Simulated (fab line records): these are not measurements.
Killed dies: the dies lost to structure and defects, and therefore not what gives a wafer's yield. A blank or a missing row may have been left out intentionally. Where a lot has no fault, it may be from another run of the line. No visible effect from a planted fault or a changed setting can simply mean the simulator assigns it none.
2 desks looking at one fault / flow gf180mcu / only its own numbers are on each desk; what lay behind them is given at the end

TOOL OWNER'S DESK, implanter-04
GF_NWELL_IMPLANT_09, tool's own readings: per-lot mean of the sampled wafers with a number, covering each lot this tool ran. A lot is out of limits, marked OUT, if its mean lies more than 4 standard deviations from the usual mean; the brackets give that distance.
Columns: A = beamEnergyKeV at GF_NWELL_IMPLANT_09, usual 160.00
lot=L759; first seen here=day 3 18:35; A=159.97
lot=L766; first seen here=day 5 09:43; A=153.11 (-99 or more) OUT
lot=L768; first seen here=day 5 21:17; A=153.12 (-99 or more) OUT
lot=L780; first seen here=day 8 14:36; A=160.01
This desk's finding: out of limits on L766, L768; first on L766, day 5 09:43 (beamEnergyKeV at GF_NWELL_IMPLANT_09). L759, L780 stayed within limits.

THE METROLOGY DESK
What the gauges read for every lot (on any tool): the sampled wafers with a number, averaged. A lot is out of limits, marked OUT, if its mean lies more than 4 standard deviations from the usual mean; the brackets give that distance.
Columns: A = MIM_ALCU_THK at GF_MIM_THK_MEAS_11, usual 199.1 nm; B = V5_BOW at GF_V5_BOW_MEAS_05, usual 133 um
lot=L757; first seen here=day 24 16:22; A=196.7; B=133
lot=L758; first seen here=day 24 23:27; A=198.9; B=137
lot=L759; first seen here=day 25 11:21; A=198.6; B=132
lot=L762; first seen here=day 26 11:17; A=197.6; B=132
lot=L766; first seen here=day 27 23:11; A=200.4; B=134
lot=L767; first seen here=day 28 03:28; A=203.4; B=128
lot=L768; first seen here=day 28 13:14; A=192.6; B=141
lot=L769; first seen here=day 28 16:07; A=198.1; B=113
lot=L770; first seen here=day 29 00:25; A=200.8; B=150
lot=L773; first seen here=day 29 22:29; A=200.7; B=139
lot=L774; first seen here=day 30 05:59; A=198.0; B=139
lot=L777; first seen here=day 30 21:04; A=201.0; B=134
lot=L778; first seen here=day 31 05:33; A=200.7; B=130
lot=L780; first seen here=day 31 17:31; A=199.9; B=136
Finding of this desk: none of the 14 lots has anything out of limits.

BROUGHT TOGETHER
At day 5 09:43, on L766, L768, the tool owner's desk was in a position to raise an alarm.
The metrology desk saw nothing out of limits.
The metrology desk holds a record of L766, L768, inside its limits.
All the named lots went through GF_NWELL_IMPLANT_09 on implanter-04.

WHAT THE SIMULATOR HAD PUT IN
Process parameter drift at GF_NWELL_IMPLANT_09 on implanter-04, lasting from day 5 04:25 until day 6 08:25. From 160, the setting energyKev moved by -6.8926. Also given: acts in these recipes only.
Struck lots among those shown: L766, L768.
Delay in hours, fault start to first out-of-limits reading, by desk: the tool owner's desk at 5.
